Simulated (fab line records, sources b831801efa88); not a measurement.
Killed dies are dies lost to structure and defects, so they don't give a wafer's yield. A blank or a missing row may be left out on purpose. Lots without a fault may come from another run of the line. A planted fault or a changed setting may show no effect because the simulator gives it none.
Split-lot experiment | flow sky130 | 5 lots, 14 wafers read, on a route of 708 steps

THE SPLIT
At SKY_CAPM_METAL_ETCH_13 (etches TiN in Cl2/BCl3, stops on SiO2, target depth 220 nm, time 62.9 s), the setting time_s was moved away from the recipe's 62.9 s on 5 of the 14 wafers read, by -12.7% to +10.1%. The other wafers ran this setting at the recipe's value.

The reading is taken at the split's own step.

THE READING
NOVOLAK_of_CAPM_COAT_07.thk_nm (the simulator's own value, which no gauge read), in nm, at SKY_CAPM_METAL_ETCH_13 (etches TiN in Cl2/BCl3, stops on SiO2, target depth 220 nm, time 62.9 s). The file gives no usual value for it. The 9 wafers here that ran the recipe average 991.4 nm, standard deviation 4.6 nm.

wafer  | tool, chamber at the split | time_s as run, s | against the recipe | NOVOLAK_of_CAPM_COAT_07.thk_nm, nm | against lot-mates on the recipe
L074.1 | rie_metal-04, 0            | 62.9             | recipe             | 984.8                              | -
L074.2 | rie_metal-04, 1            | 62.9             | recipe             | 987.8                              | -
L074.5 | rie_metal-04, 0            | 62.9             | recipe             | 984.9                              | -
L077.2 | rie_metal-02, 0            | 62.9             | recipe             | 993.6                              | -
L077.4 | rie_metal-02, 1            | 54.94            | -12.7%             | 1008                               | +14.1
L077.6 | rie_metal-02, 1            | 62.9             | recipe             | 994.2                              | -
L078.1 | rie_metal-01, 1            | 68.69            | +9.2%              | 982.6                              | no lot-mate on the recipe
L078.5 | rie_metal-01, 1            | 68.69            | +9.2%              | 978.2                              | no lot-mate on the recipe
L080.1 | rie_metal-04, 1            | 62.9             | recipe             | 994.4                              | -
L080.3 | rie_metal-04, 1            | 62.9             | recipe             | 997.1                              | -
L080.6 | rie_metal-04, 1            | 62.9             | recipe             | 997.1                              | -
L084.2 | rie_metal-02, 1            | 69.27            | +10.1%             | 973.8                              | -15.0
L084.3 | rie_metal-02, 0            | 62.9             | recipe             | 988.8                              | -
L084.6 | rie_metal-02, 0            | 69.27            | +10.1%             | 968.8                              | -20.0

THE FIT
A straight line over all 14 wafers: NOVOLAK_of_CAPM_COAT_07.thk_nm changes by -1.51 nm for each +1% of time_s; r = -0.89; the points scatter about the line by 4.8 nm.
The same after taking each lot's own level away (the mean of its wafers on the recipe; 12 wafers): -1.44 nm for each +1%; r = -0.97; scatter 2.2 nm.
On that fit, the largest move of time_s shifts the reading by 18 nm.
The lots' own levels span 985.83 to 996.20 nm, that is 2.2 times the standard deviation above.
So the lot-to-lot level changes the slope little: the two slopes agree.
Check: with one of the wafers moved furthest among these (-12.7%) left out of the fit, the line predicts +21.9 nm for it against its lot-mates. It came out at +14.1 nm against them.

OTHER SPLITS ON THESE WAFERS
These wafers also went through other splits before the reading. Each is held against what the fit with the lots' levels taken away leaves over:
other split on the same wafers | wafers away from the commonest value | r with NOVOLAK_of_CAPM_COAT_07.thk_nm (lot level and that fit taken away)
SKY_VIA2_ETCH_15 source_w      | 4                                    | -0.03
SKY_CAPM_SPUTTER_02 power_w    | 0                                    | -

THE WHOLE CHAIN: every reading that the file lists as answering this split, in the file's order
step                   | what it does                                                            | reading                                                                         | change (the file's fit)              | r (the file's)
SKY_CAPM_METAL_ETCH_13 | etches TiN in Cl2/BCl3, stops on SiO2, target depth 220 nm, time 62.9 s | NOVOLAK_of_CAPM_COAT_07.thk_nm (the simulator's own value, which no gauge read) | -1.34 nm for each +1% of the setting | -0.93
SKY_CAPM_STRIP_14      | strips in O2/N2                                                         | strip_time_to_endpoint_s                                                        | withheld for each +1% of the setting | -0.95

THE FILE'S OWN FIT
NOVOLAK_of_CAPM_COAT_07.thk_nm changes by -1.34 nm for each +1% of time_s, r = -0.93.
